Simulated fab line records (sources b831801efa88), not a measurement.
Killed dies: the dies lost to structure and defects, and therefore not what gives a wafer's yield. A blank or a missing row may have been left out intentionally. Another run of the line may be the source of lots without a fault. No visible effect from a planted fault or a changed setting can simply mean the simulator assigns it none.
Comparing a struck lot with a sound one	flow sky130	38 steps out of a route of 708
Sound: these wafers, L755.2, L755.4, L755.5. Struck: wafer L752.1 (left out: L752.5, a lot-mate that was not struck); the cause follows at the end.
Order at every step that has rows: each side's tool, ch and its chambers, its first start. Under that, the readings that differ: sound wafers	struck wafers	difference of the means	sigmas: that difference in standard deviations of wafers without a fault.
alike: same words and numbers on both sides, and readings whose means sit less than 2 such deviations apart. not compared: any withheld reading, any reading some wafer has no value for, any bound like >300 that may hide the same value, and any number with overlapping values for which the record gives no deviation.
A row with sigmas, a row that says differs or no value, or rows on one side alone: a step with any of these is where the two part. Numbers that don't overlap but have no deviation are shown without sigmas and don't part them. A reading missing from all wafers of one side parts the sides only when that side holds two or more wafers.

first, 9 steps without rows for these wafers: SKY_VIA2_SPUTTER_20 (material TiN, target thk 20 nm, time 80 s); SKY_VIA2_CVD_21 (deposits W, target thk 420 nm, time 126.4 s); SKY_VIA2_CMP_24 (polishes, stops on SiO2, t overpolish 20 s, target thk 0 nm); SKY_METAL3_SPUTTER_00 (material Ti, target thk 15 nm, time 10 s); SKY_METAL3_SPUTTER_01 (material TiN, target thk 20 nm, time 16.7 s); SKY_METAL3_SPUTTER_02 (material AlCu, target thk 735 nm, time 39.1 s); SKY_METAL3_SPUTTER_03 (material Ti, target thk 5 nm, time 3.3 s); SKY_METAL3_SPUTTER_04 (material TiN, target thk 70 nm, time 58.3 s); SKY_CAPM_CVD_00 (deposits SiO2, target thk 15.5 nm).
SKY_CAPM_SPUTTER_02: material TiN, target thk 200 nm, time 166.7 s.
  sound on pvdSputter-01, day 42 05:05; struck on pvdSputter-04, day 41 11:35
reading	sound	struck	difference	sigmas
model.TiN_of_CAPM_SPUTTER_02.thkNm (nm)	202.9 202.6 202.5	185.7	-17.0	
  alike: cathodeDcPowerW, chamberPressurePa, throttleValvePct
  not compared: susceptorTempC
SKY_CAPM_RS_MEAS_03: uses a four-point probe to measure.
  sound on filmMetro-01, day 42 05:13; struck on filmMetro-03, day 41 11:41
reading	sound	struck	difference	sigmas
CAPM_TIN_RS (ohm/sq)	6.81 6.82 6.82	7.45	+0.63	+6
SKY_CAPM_THK_MEAS_04: measures by xrf.
  sound on filmMetro-01, day 42 05:19; struck on filmMetro-03, day 41 11:49
reading	sound	struck	difference	sigmas
CAPM_TIN_THK (nm)	202 202 201	187	-15	-5
then, 7 steps without rows for these wafers: SKY_CAPM_DEHYDRATE_05 (time 60 s); SKY_CAPM_HMDS_06 (prime time 60 s); SKY_CAPM_COAT_07 (resist thk 1140 nm); SKY_CAPM_SOFTBAKE_08 (time 60 s); SKY_CAPM_EXPOSE_09 (exposes mask CAPM, target cd 1000 nm); SKY_CAPM_PEB_10; SKY_CAPM_DEVELOP_11 (develop time 60 s).
SKY_CAPM_METAL_ETCH_13: etches TiN in Cl2/BCl3, stops on SiO2, target depth 220 nm, time 62.9 s.
  sound on rieMetal-04 ch 1, day 43 04:31; struck on rieMetal-04 ch 0, day 42 12:13
reading	sound	struck	difference	sigmas
oesProductAu (a.u.)	0.948 0.952 0.948	0.891	-0.058	-6
throttleValvePct (%)	21.889 21.897 21.905	21.925	+0.028	+3
  alike: drypumpMotorCurrentA
  not compared: rfHoursCounterH
then, 16 steps without rows for these wafers: SKY_CAPM_STRIP_14 (strips in O2/N2); SKY_CAPM_STRIP_15 (strips in post etch residue remover, time 1200 s); SKY_CAPM_CLEAN_16 (cleans in IPA, time 180 s); SKY_CAPM_CLEAN_17 (cleans in O3/DIW); SKY_METAL3_DEHYDRATE_05 (time 60 s); SKY_METAL3_HMDS_06 (prime time 60 s); SKY_METAL3_COAT_07 (resist thk 60 nm); SKY_METAL3_COAT_08 (resist thk 1140 nm); SKY_METAL3_SOFTBAKE_09 (time 90 s); SKY_METAL3_EXPOSE_10 (exposes mask MM3, target cd 300 nm); SKY_METAL3_PEB_11; SKY_METAL3_DEVELOP_12 (develop time 60 s); SKY_METAL3_DESCUM_15 (chemistry O2, time 8 s); SKY_METAL3_ETCH_16 (etches BARC in N2/H2, stops on SiO2, time 88.2 s, target depth 60 nm); SKY_METAL3_ETCH_17 (etches SiO2 in C4F8/O2/Ar, stops on TiN, time 3.9 s, target depth 15 nm); SKY_METAL3_METAL_ETCH_18 (etches the open film in Cl2/BCl3, stops on SiO2, target depth 845 nm, time 183.1 s).
SKY_METAL3_STRIP_20: strips in post etch residue remover, time 1200 s.
  sound on wetBench-02 ch 3, day 44 05:22; struck on wetBench-02 ch 0, day 43 13:47
reading	sound	struck	difference	sigmas
model.TiN_of_CAPM_SPUTTER_02.thkNm (nm)	202.1 201.7 201.6	184.9	-16.9	
-- the record jumps here: 7 days lie between the struck wafers' starts before and after (it left off in module METAL3 and takes up again in module PAD_OPEN, whose first step shown is number 708 of the route) --
SKY_PAD_OPEN_PROBE_99:
  sound on prober-02, day 50 13:58; struck on prober-01, day 50 02:14
reading	sound	struck	difference	sigmas
model.etest.capMim.plateOhmSq	5.9 5.902 5.907	6.49	+0.59	
  alike: defectLimitedYield, killed_at_M0_to_M3, killed_at_M4_up, killedAtContacts, killedAtFrontEnd, killedAtOther, killedDies, killedOpen, killedShort, sort_bin_3_pad_short, sort_bin_5_function, sort_bin_6_memory, sortNPass, sortYieldPct

## WHERE THEY PART
At SKY_CAPM_RS_MEAS_03 first; at SKY_CAPM_METAL_ETCH_13 last (within this record only). Later steps at which nothing parts them and some readings are alike: SKY_PAD_OPEN_PROBE_99.

WHY: what had been put in by the simulator
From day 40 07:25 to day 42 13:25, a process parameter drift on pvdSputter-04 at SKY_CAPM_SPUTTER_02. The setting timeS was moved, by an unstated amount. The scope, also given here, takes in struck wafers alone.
